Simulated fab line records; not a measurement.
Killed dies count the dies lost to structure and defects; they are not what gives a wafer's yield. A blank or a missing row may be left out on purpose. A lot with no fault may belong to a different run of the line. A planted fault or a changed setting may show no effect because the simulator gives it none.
Which tool was responsible? + flow gf180mcu + 11 lots with 33 wafers sampled at 3 steps, on a route of 602 steps

WHAT THE GAUGES READ, wafer by wafer
GF_PSD_TW_MEAS_11.
| lot  | measured     | on            | PSD_TW         |
|------|--------------|---------------|----------------|
| L540 | day 14 19:32 | film metro-04 | 3237 3236 3230 |
| L541 | day 14 21:48 | film metro-04 | 3250 3249 3256 |
| L542 | day 15 05:07 | film metro-02 | 3184 3199 3173 |
| L545 | day 16 10:46 | film metro-01 | 3162 3159 3155 |
| L549 | day 18 01:25 | film metro-02 | 3191 3194 3187 |
| L550 | day 18 01:43 | film metro-01 | 3154 3155 3150 |
| L554 | day 19 13:53 | film metro-01 | 2939 2937 2948 |
| L555 | day 19 23:17 | film metro-04 | 3245 3238 3241 |
| L556 | day 20 05:10 | film metro-01 | 2937 2938 2942 |
| L559 | day 21 07:13 | film metro-02 | 2971 2966 2973 |
| L562 | day 22 03:56 | film metro-01 | 3178 3167 3168 |

EACH LOT AND THE TOOL THAT RAN IT (in order: tool; ch and the chambers of the sampled wafers; start)
| lot  | GF_PSD_IMPLANT_09               | GF_PSD_STRIP_10                      |
|------|---------------------------------|--------------------------------------|
| L540 | implanter-01 ch 0, day 14 19:19 | plasma asher-04 ch 0,1, day 14 19:26 |
| L541 | implanter-02 ch 0, day 14 21:33 | plasma asher-01 ch 0,1, day 14 21:42 |
| L542 | implanter-01 ch 0, day 15 04:53 | plasma asher-02 ch 0,1, day 15 05:00 |
| L545 | implanter-01 ch 0, day 16 10:31 | plasma asher-01 ch 0, day 16 10:40   |
| L549 | implanter-02 ch 0, day 18 01:11 | plasma asher-01 ch 0,1, day 18 01:19 |
| L550 | implanter-03 ch 0, day 18 01:29 | plasma asher-04 ch 0,1, day 18 01:37 |
| L554 | implanter-01 ch 0, day 19 13:40 | plasma asher-02 ch 0,1, day 19 13:47 |
| L555 | implanter-03 ch 0, day 19 23:04 | plasma asher-02 ch 0,1, day 19 23:11 |
| L556 | implanter-01 ch 0, day 20 04:55 | plasma asher-02 ch 0,1, day 20 05:04 |
| L559 | implanter-01 ch 0, day 21 06:58 | plasma asher-02 ch 0,1, day 21 07:07 |
| L562 | implanter-02 ch 0, day 22 03:41 | plasma asher-01 ch 0,1, day 22 03:50 |
- GF_PSD_IMPLANT_09
- GF_PSD_STRIP_10: strips in O2/N2.

THE ANSWER, worked out from the rows above alone
Rule: usual is defined by the lots themselves. Put in order of their means at a reading, lots are off if they are a third of the lots or fewer, leave a main group of 4 or more, and stand apart from it by a gap of 3 or more times the standard deviation of the main group's means; of several such gaps the widest counts. Not used: any main group whose means are identical at the precision the tables above print for the reading. A lot without any number at a reading at which 4 lots or more have one is off too. Where the step has rows for the other lots, those lots are counted as sound.
Off: at GF_PSD_TW_MEAS_11 (PSD_TW), L554, L556, L559. Mean 3198 and standard deviation 36 in the main group.
A tool fits if, at a process step before that reading, it ran every lot that is off, and no sound lot after the first of them. The gauges at GF_PSD_TW_MEAS_11 are tried like those tools. One candidate fits, namely implanter-01 at GF_PSD_IMPLANT_09. A fault onset in the window from L545 (day 16 10:31, its last sound lot) to L554 (day 19 13:40, its first lot off) fits.

WHAT THE SIMULATOR HAD PUT IN
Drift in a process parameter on implanter-01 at GF_PSD_IMPLANT_09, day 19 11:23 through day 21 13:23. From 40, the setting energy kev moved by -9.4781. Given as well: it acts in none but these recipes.
Shown lots that were struck: L554, L556, L559. The same result came from the rule above.
